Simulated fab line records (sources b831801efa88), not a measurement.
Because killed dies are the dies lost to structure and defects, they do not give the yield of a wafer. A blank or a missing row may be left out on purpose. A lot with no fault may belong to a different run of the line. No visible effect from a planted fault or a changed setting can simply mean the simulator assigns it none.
The same fault as seen by 2 desks | flow sfq-line | numbers are kept per desk, each desk with only its own; the story behind them comes last

== METROLOGY DESK ==
Means of the sampled wafers that have a number, per lot and without regard to the tool the lot ran on: this is what the gauges read. If a lot's mean is further than 4 standard deviations from the usual mean, the lot is out of limits and carries the mark OUT (the distance appears in the brackets).
Columns: A = J5_OVL at SFQ_JJ_OVL_MEAS_931, usual 1 nm
lot  | first seen here | A
L808 | day 55 22:50    | -1
L810 | day 56 01:15    | -4
L811 | day 56 02:28    | -1
L812 | day 56 03:40    | 3
L813 | day 56 04:50    | 2
L815 | day 56 07:14    | 11
L816 | day 56 08:26    | -6
L817 | day 56 09:38    | 4
L818 | day 56 10:50    | 9
L819 | day 56 12:02    | 2
L821 | day 56 14:27    | 9
L825 | day 59 19:43    | -2
L827 | day 62 07:32    | -2
L828 | day 63 02:43    | 2
This desk's finding: nothing out of limits on any of the 14 lots.

== FOR THE TOOL OWNER'S DESK: litho-track-03 ==
The tool's own readings at SFQ_TRILAYER_I4_VIA_LITHO_COAT_108 (resist thk 62 nm): means of the sampled wafers that have a number, for each lot that ran on this tool. If a lot's mean is further than 4 standard deviations from the usual mean, the lot is out of limits and carries the mark OUT (the distance appears in the brackets).
Columns: A = chill-plate-temp-C at SFQ_TRILAYER_I4_VIA_LITHO_COAT_108, usual 23.03 C
lot  | first seen here | A
L815 | day 46 19:35    | 23.16
L817 | day 47 11:32    | 23.00
L818 | day 48 01:55    | 22.92
L825 | day 55 06:38    | 23.08
L827 | day 56 16:38    | 23.11
L828 | day 57 07:12    | 23.04
This desk's finding: nothing out of limits on any of the 6 lots.

== BROUGHT TOGETHER ==
Nothing out of limits was seen by the metrology desk.
The desk of the tool owner found nothing out of limits.

== WHAT THE SIMULATOR HAD INSERTED ==
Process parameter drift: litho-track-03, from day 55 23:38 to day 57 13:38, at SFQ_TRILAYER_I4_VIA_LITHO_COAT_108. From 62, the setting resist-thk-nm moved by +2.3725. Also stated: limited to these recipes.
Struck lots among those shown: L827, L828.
